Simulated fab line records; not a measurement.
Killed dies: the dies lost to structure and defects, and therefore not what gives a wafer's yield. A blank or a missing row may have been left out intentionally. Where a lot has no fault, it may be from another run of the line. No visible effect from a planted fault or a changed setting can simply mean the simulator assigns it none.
Which of the tools did it? / flow sky130 / 33 wafers from 11 lots sampled at 5 of the route's 708 steps

WHAT THE GAUGES READ, wafer by wafer
SKY_LI_CONTACT_THK_MEAS_23: measures by xrf.
lot=L633; measured=day 29 12:00; on=film metro-02; LI_CONTACT_W_THK (nm)=405 402 401
lot=L636; measured=day 31 09:02; on=film metro-04; LI_CONTACT_W_THK (nm)=431 427 427
lot=L637; measured=day 31 10:04; on=film metro-01; LI_CONTACT_W_THK (nm)=409 412 408
lot=L639; measured=day 32 15:22; on=film metro-01; LI_CONTACT_W_THK (nm)=390 391 391
lot=L638; measured=day 32 17:11; on=film metro-01; LI_CONTACT_W_THK (nm)=397 395 396
lot=L645; measured=day 33 17:53; on=film metro-04; LI_CONTACT_W_THK (nm)=424 413 426
lot=L648; measured=day 34 18:31; on=film metro-01; LI_CONTACT_W_THK (nm)=399 406 411
lot=L649; measured=day 34 19:56; on=film metro-04; LI_CONTACT_W_THK (nm)=421 420 433
lot=L650; measured=day 35 05:13; on=film metro-04; LI_CONTACT_W_THK (nm)=419 438 437
lot=L653; measured=day 35 21:30; on=film metro-01; LI_CONTACT_W_THK (nm)=404 403 406
lot=L654; measured=day 36 09:21; on=film metro-02; LI_CONTACT_W_THK (nm)=423 407 418

SKY_CONTACT_THK_MEAS_01.
lot=L633; measured=day 30 17:46; on=film metro-02; CONTACT_CVD_00_THK (nm)=75.8 74.6 75.2
lot=L636; measured=day 32 11:18; on=film metro-02; CONTACT_CVD_00_THK (nm)=73.9 73.9 74.1
lot=L637; measured=day 32 13:38; on=film metro-01; CONTACT_CVD_00_THK (nm)=148.5 149.6 152.8
lot=L639; measured=day 33 19:35; on=film metro-02; CONTACT_CVD_00_THK (nm)=150.2 153.8 154.4
lot=L638; measured=day 33 21:38; on=film metro-02; CONTACT_CVD_00_THK (nm)=150.8 153.4 152.4
lot=L645; measured=day 34 21:32; on=film metro-03; CONTACT_CVD_00_THK (nm)=75.2 72.5 74.8
lot=L648; measured=day 35 21:30; on=film metro-03; CONTACT_CVD_00_THK (nm)=73.9 73.3 75.6
lot=L649; measured=day 35 23:12; on=film metro-02; CONTACT_CVD_00_THK (nm)=73.9 75.0 74.6
lot=L650; measured=day 36 08:26; on=film metro-02; CONTACT_CVD_00_THK (nm)=72.8 74.3 73.7
lot=L653; measured=day 37 00:40; on=film metro-03; CONTACT_CVD_00_THK (nm)=73.1 74.6 73.4
lot=L654; measured=day 37 12:41; on=film metro-02; CONTACT_CVD_00_THK (nm)=75.0 75.6 76.9

WHICH TOOL RAN EACH LOT (tool, then ch and the chambers of the sampled wafers, then the start)
lot=L633; SKY_LI_CONTACT_CMP_24=cmp-02 ch 2,3, day 29 12:03; SKY_LOCAL_INTERCONNECT_ETCH_13=rie metal-02 ch 0,1, day 30 16:59; SKY_CONTACT_CVD_00=pecvd-02 ch 0,2, day 30 17:44
lot=L636; SKY_LI_CONTACT_CMP_24=cmp-02 ch 1,2,3, day 31 09:16; SKY_LOCAL_INTERCONNECT_ETCH_13=rie metal-02 ch 0,1, day 32 10:32; SKY_CONTACT_CVD_00=pecvd-01 ch 0,2, day 32 11:16
lot=L637; SKY_LI_CONTACT_CMP_24=cmp-02 ch 0,3, day 31 10:11; SKY_LOCAL_INTERCONNECT_ETCH_13=rie metal-03 ch 0,1, day 32 12:41; SKY_CONTACT_CVD_00=pecvd-02 ch 0,1,2, day 32 13:00
lot=L639; SKY_LI_CONTACT_CMP_24=cmp-01 ch 0,1,3, day 32 15:32; SKY_LOCAL_INTERCONNECT_ETCH_13=rie metal-02 ch 0, day 33 18:22; SKY_CONTACT_CVD_00=pecvd-03 ch 0,1, day 33 19:00
lot=L638; SKY_LI_CONTACT_CMP_24=cmp-02 ch 0,1, day 32 17:24; SKY_LOCAL_INTERCONNECT_ETCH_13=rie metal-02 ch 1, day 33 20:41; SKY_CONTACT_CVD_00=pecvd-03 ch 1,2, day 33 21:00
lot=L645; SKY_LI_CONTACT_CMP_24=cmp-01 ch 1,2, day 33 18:08; SKY_LOCAL_INTERCONNECT_ETCH_13=rie metal-02 ch 0,1, day 34 20:47; SKY_CONTACT_CVD_00=pecvd-02 ch 0,1,2, day 34 21:30
lot=L648; SKY_LI_CONTACT_CMP_24=cmp-01 ch 0,1,3, day 34 18:34; SKY_LOCAL_INTERCONNECT_ETCH_13=rie metal-04 ch 1, day 35 20:38; SKY_CONTACT_CVD_00=pecvd-01 ch 0,1,2, day 35 21:28
lot=L649; SKY_LI_CONTACT_CMP_24=cmp-02 ch 1,2,3, day 34 20:00; SKY_LOCAL_INTERCONNECT_ETCH_13=rie metal-03 ch 0, day 35 22:26; SKY_CONTACT_CVD_00=pecvd-02 ch 2, day 35 23:09
lot=L650; SKY_LI_CONTACT_CMP_24=cmp-01 ch 0,2, day 35 05:16; SKY_LOCAL_INTERCONNECT_ETCH_13=rie metal-02 ch 0,1, day 36 07:41; SKY_CONTACT_CVD_00=pecvd-02 ch 1,2, day 36 08:24
lot=L653; SKY_LI_CONTACT_CMP_24=cmp-02 ch 0,1,3, day 35 21:39; SKY_LOCAL_INTERCONNECT_ETCH_13=rie metal-03 ch 0, day 36 23:49; SKY_CONTACT_CVD_00=pecvd-01 ch 0,1, day 37 00:37
lot=L654; SKY_LI_CONTACT_CMP_24=cmp-02 ch 0,2,3, day 36 09:24; SKY_LOCAL_INTERCONNECT_ETCH_13=rie metal-02 ch 0,1, day 37 11:56; SKY_CONTACT_CVD_00=pecvd-03 ch 0,1, day 37 12:39
- SKY_LI_CONTACT_CMP_24: polishes, stops on PSG, t overpolish 19.19 s, target thk 0 nm.
- SKY_LOCAL_INTERCONNECT_ETCH_13: etches BARC in N2/H2, stops on SiO2, time 45.9 s, target depth 60 nm.
- SKY_CONTACT_CVD_00: deposits Si3N4, target thk 75 nm.

AS READ BY THE TOOLS THEMSELVES (means over the sampled wafers that have a number; for cases with no such wafer, the mark the record gives instead)
SKY_LI_CONTACT_CMP_24.
lot=L633; tool=cmp-02; motor current A (A)=10.9; overpolish run s (s)=19.192; time to endpoint s (s)=95
lot=L636; tool=cmp-02; motor current A (A)=10.5; overpolish run s (s)=19.192; time to endpoint s (s)=94
lot=L637; tool=cmp-02; motor current A (A)=10.8; overpolish run s (s)=19.184; time to endpoint s (s)=97
lot=L639; tool=cmp-01; motor current A (A)=10.6; overpolish run s (s)=19.185; time to endpoint s (s)=95
lot=L638; tool=cmp-02; motor current A (A)=10.7; overpolish run s (s)=19.188; time to endpoint s (s)=100
lot=L645; tool=cmp-01; motor current A (A)=10.5; overpolish run s (s)=19.191; time to endpoint s (s)=101
lot=L648; tool=cmp-01; motor current A (A)=10.9; overpolish run s (s)=19.191; time to endpoint s (s)=96
lot=L649; tool=cmp-02; motor current A (A)=10.6; overpolish run s (s)=19.194; time to endpoint s (s)=98
lot=L650; tool=cmp-01; motor current A (A)=11.6; overpolish run s (s)=19.196; time to endpoint s (s)=105
lot=L653; tool=cmp-02; motor current A (A)=10.5; overpolish run s (s)=19.187; time to endpoint s (s)=96
lot=L654; tool=cmp-02; motor current A (A)=10.7; overpolish run s (s)=19.191; time to endpoint s (s)=99

SKY_LOCAL_INTERCONNECT_ETCH_13.
lot=L633; tool=rie metal-02; drypump motor current A (A)=5.7; he backside leak sccm (sccm)=3.4; oes product au (a.u.)=0.851; throttle valve pct (%)=13.225
lot=L636; tool=rie metal-02; drypump motor current A (A)=6.2; he backside leak sccm (sccm)=3.3; oes product au (a.u.)=0.853; throttle valve pct (%)=13.231
lot=L637; tool=rie metal-03; drypump motor current A (A)=5.9; he backside leak sccm (sccm)=3.2; oes product au (a.u.)=0.857; throttle valve pct (%)=13.227
lot=L639; tool=rie metal-02; drypump motor current A (A)=6.5; he backside leak sccm (sccm)=3.4; oes product au (a.u.)=0.850; throttle valve pct (%)=13.223
lot=L638; tool=rie metal-02; drypump motor current A (A)=5.3; he backside leak sccm (sccm)=3.3; oes product au (a.u.)=0.856; throttle valve pct (%)=13.217
lot=L645; tool=rie metal-02; drypump motor current A (A)=5.7; he backside leak sccm (sccm)=3.5; oes product au (a.u.)=0.851; throttle valve pct (%)=13.227
lot=L648; tool=rie metal-04; drypump motor current A (A)=5.9; he backside leak sccm (sccm)=3.6; oes product au (a.u.)=0.854; throttle valve pct (%)=13.219
lot=L649; tool=rie metal-03; drypump motor current A (A)=5.6; he backside leak sccm (sccm)=3.2; oes product au (a.u.)=0.853; throttle valve pct (%)=13.227
lot=L650; tool=rie metal-02; drypump motor current A (A)=6.2; he backside leak sccm (sccm)=3.3; oes product au (a.u.)=0.860; throttle valve pct (%)=13.228
lot=L653; tool=rie metal-03; drypump motor current A (A)=5.6; he backside leak sccm (sccm)=3.1; oes product au (a.u.)=0.856; throttle valve pct (%)=13.222
lot=L654; tool=rie metal-02; drypump motor current A (A)=6.2; he backside leak sccm (sccm)=3.2; oes product au (a.u.)=0.853; throttle valve pct (%)=13.216

SKY_CONTACT_CVD_00.
lot=L633; tool=pecvd-02; heater power w (W)=896
lot=L636; tool=pecvd-01; heater power w (W)=763
lot=L637; tool=pecvd-02; heater power w (W)=846
lot=L639; tool=pecvd-03; heater power w (W)=834
lot=L638; tool=pecvd-03; heater power w (W)=799
lot=L645; tool=pecvd-02; heater power w (W)=892
lot=L648; tool=pecvd-01; heater power w (W)=746
lot=L649; tool=pecvd-02; heater power w (W)=891
lot=L650; tool=pecvd-02; heater power w (W)=861
lot=L653; tool=pecvd-01; heater power w (W)=764
lot=L654; tool=pecvd-03; heater power w (W)=864

THE ANSWER, worked out from the rows above alone
Rule: the lots themselves supply what counts as usual. Put in order of their means at a reading, lots are off if they are a third of the lots or fewer, leave a main group of 4 or more, and stand apart from it by a gap of 3 or more times the standard deviation of the main group's means; of several such gaps the widest counts. The tables above print the reading to a certain number of digits; a main group whose means all agree to those digits is not used. A lot without any number at a reading at which 4 lots or more have one is off too. Where the step has rows for the other lots, those lots are counted as sound. After the gauges, taken in route order, come the tools' own readings; for these a lot's mean is taken, as printed above. At the first step where some lot is off, the reading lying furthest off is the one used; lots without a number count as furthest.
Off: at SKY_CONTACT_THK_MEAS_01 (CONTACT_CVD_00_THK), L637, L639, L638. Mean 74.4 nm and standard deviation 0.72 in the main group.
If a tool, at a process step before that reading, ran all the lots that are off and no sound lot after the first of them, it fits. The gauges at SKY_CONTACT_THK_MEAS_01 are tried like those tools. Of those tried, none fits.

WHAT WAS PUT IN BY THE SIMULATOR
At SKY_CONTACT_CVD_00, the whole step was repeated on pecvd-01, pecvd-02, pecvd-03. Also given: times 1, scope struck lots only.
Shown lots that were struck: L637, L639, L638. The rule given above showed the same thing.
